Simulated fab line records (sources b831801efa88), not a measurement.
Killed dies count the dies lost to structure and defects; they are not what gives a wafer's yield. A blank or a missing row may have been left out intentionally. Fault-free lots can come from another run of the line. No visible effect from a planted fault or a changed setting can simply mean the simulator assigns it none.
Matching of chambers | flow gf180mcu | GF_CONTACT_CMP_04 on cmp-02: 4 sister chambers
The step polishes SiO2. 14 wafers are shown with their chamber, then 6 later ones without.

## EACH WAFER AND ITS CHAMBER
wafer  | chamber | motorCurrentA (A) | slurryFlowMlMin | timeToEndpointS (s)
L325.1 | 3       | 11.7              | 149.8           | 99
L325.3 | 1       | 11.9              | 150.6           | 104
L325.5 | 3       | 11.8              | 150.0           | 109
L326.1 | 2       | 10.7              | 149.7           | 115
L326.3 | 1       | 12.3              | 150.5           | 103
L326.6 | 0       | 10.4              | 150.0           | 111
L327.2 | 2       | 11.0              | 150.1           | 100
L327.4 | 0       | 10.8              | 149.8           | 110
L327.5 | 3       | 11.5              | 150.2           | 106
L328.4 | 0       | 10.5              | 149.8           | 119
L328.5 | 1       | 12.0              | 149.5           | 115
L328.6 | 2       | 10.8              | 150.2           | 116
L329.3 | 0       | 10.3              | 150.3           | 101
L329.6 | 2       | 11.0              | 149.8           | 105

SIGNATURES, as means of the wafers listed above
reading         | chamber 0 | chamber 1 | chamber 2 | chamber 3 | scatter within a chamber
motorCurrentA   | 10.500    | 12.067    | 10.875    | 11.667    | 0.185
slurryFlowMlMin | 149.975   | 150.200   | 149.950   | 150.000   | 0.34
timeToEndpointS | 110.25    | 107.33    | 109.00    | 104.67    | 6.97
Rule: distance of a wafer from a chamber = root of the sum over the readings of ((wafer's reading minus chamber's mean) / reading's scatter) squared. The wafer belongs to the nearest chamber; if the next one is less than 2 further off, it can't be placed. The scatter is the square root of a quotient: the sum, over the shown wafers, of each reading's squared deviation from its chamber's mean, divided by wafers minus chambers.

## WAFERS WITH NO CHAMBER GIVEN
wafer  | motorCurrentA (A) | slurryFlowMlMin | timeToEndpointS (s)
L341.1 | 10.8              | 150.1           | 104
L341.4 | 11.7              | 149.6           | 105
L341.5 | 11.1              | 149.5           | 104
L342.2 | 10.4              | 149.7           | 110
L342.5 | 11.0              | 149.3           | 117
L342.6 | 11.6              | 149.2           | 107

## CHAMBER TAKEN BY EACH
wafer  | from the rows above          | in truth
L341.1 | can't be placed: 2 or 0      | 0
L341.4 | can't be placed: 3 or 1      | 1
L341.5 | can't be placed: 2 or 3 or 0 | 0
L342.2 | can't be placed: 0 or 2      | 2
L342.5 | can't be placed: 2 or 0      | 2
L342.6 | can't be placed: 3 or 1      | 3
Correct placement for 0 of the 6. Unplaceable from these rows: 6, with the true chamber sitting among the candidates in 6. 0 placed wrongly.
